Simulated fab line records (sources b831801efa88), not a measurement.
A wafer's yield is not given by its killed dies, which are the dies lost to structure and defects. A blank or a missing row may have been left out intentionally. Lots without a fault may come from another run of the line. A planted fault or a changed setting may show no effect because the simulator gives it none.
Matching of chambers + flow gf180mcu + GF_V5_ETCH_16 on rieDiel-03: 4 sister chambers
The step etches BARC in N2/H2. 22 wafers are shown with their chamber, then 11 later ones without.

== EACH WAFER AND ITS CHAMBER ==
| wafer  | chamber | oesProductAu (a.u.) | throttleValvePct (%) |
|--------|---------|---------------------|----------------------|
| L074.1 | 2       | 0.854               | 13.245               |
| L074.2 | 0       | 0.844               | 13.227               |
| L074.3 | 1       | 0.858               | 13.218               |
| L074.4 | 3       | 0.843               | 13.219               |
| L074.5 | 0       | 0.853               | 13.221               |
| L074.6 | 3       | 0.859               | 13.221               |
| L077.4 | 2       | 0.860               | 13.222               |
| L077.5 | 1       | 0.856               | 13.233               |
| L077.6 | 2       | 0.857               | 13.226               |
| L080.1 | 0       | 0.854               | 13.217               |
| L080.2 | 3       | 0.852               | 13.229               |
| L080.3 | 2       | 0.855               | 13.215               |
| L080.4 | 3       | 0.862               | 13.218               |
| L080.5 | 2       | 0.857               | 13.231               |
| L080.6 | 0       | 0.853               | 13.216               |
| L081.1 | 2       | 0.851               | 13.231               |
| L081.2 | 0       | 0.854               | 13.227               |
| L081.3 | 3       | 0.851               | 13.219               |
| L081.4 | 0       | 0.855               | 13.229               |
| L081.5 | 2       | 0.858               | 13.215               |
| L081.6 | 3       | 0.860               | 13.218               |
| L082.2 | 0       | 0.852               | 13.222               |

SIGNATURES (means of the wafers above)
| reading          | chamber 0 | chamber 1 | chamber 2 | chamber 3 | scatter within a chamber |
|------------------|-----------|-----------|-----------|-----------|--------------------------|
| oesProductAu     | 0.85214   | 0.85700   | 0.85600   | 0.85450   | 0.00468                  |
| throttleValvePct | 13.22271  | 13.22550  | 13.22643  | 13.22067  | 0.00755                  |
Rule: for a wafer and a chamber, the distance is found by dividing, reading by reading, the gap between the wafer's reading and the chamber's mean by the reading's scatter, squaring, summing and taking the root. The wafer belongs to the nearest chamber; if the next one is less than 2 further off, it can't be placed. The scatter is the square root of a quotient: the sum, over the shown wafers, of each reading's squared deviation from its chamber's mean, divided by wafers minus chambers.

== WAFERS WITHOUT THEIR CHAMBER ==
| wafer  | oesProductAu (a.u.) | throttleValvePct (%) |
|--------|---------------------|----------------------|
| L082.4 | 0.854               | 13.232               |
| L082.6 | 0.851               | 13.227               |
| L085.1 | 0.854               | 13.235               |
| L085.3 | 0.850               | 13.232               |
| L085.6 | 0.853               | 13.224               |
| L089.1 | 0.859               | 13.223               |
| L089.2 | 0.848               | 13.211               |
| L089.5 | 0.857               | 13.214               |
| L091.1 | 0.845               | 13.223               |
| L091.2 | 0.855               | 13.210               |
| L091.3 | 0.850               | 13.223               |

== WHICH CHAMBER EACH WENT THROUGH ==
| wafer  | from the rows above               | in truth |
|--------|-----------------------------------|----------|
| L082.4 | can't be placed: 2 or 1 or 0 or 3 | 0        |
| L082.6 | can't be placed: 0 or 2 or 3 or 1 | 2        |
| L085.1 | can't be placed: 2 or 1 or 0 or 3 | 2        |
| L085.3 | can't be placed: 0 or 2 or 1 or 3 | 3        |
| L085.6 | can't be placed: 0 or 3 or 2 or 1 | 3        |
| L089.1 | can't be placed: 1 or 2 or 3 or 0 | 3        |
| L089.2 | can't be placed: 0 or 3 or 2 or 1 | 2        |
| L089.5 | can't be placed: 3 or 1 or 0 or 2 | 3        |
| L091.1 | can't be placed: 0 or 3 or 2 or 1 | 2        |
| L091.2 | can't be placed: 3 or 0 or 1 or 2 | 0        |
| L091.3 | can't be placed: 0 or 3 or 2 or 1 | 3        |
Correctly placed: 0 of 11. These rows do not allow placing 11 (true chamber among the candidates in 11). Wrongly placed: 0.
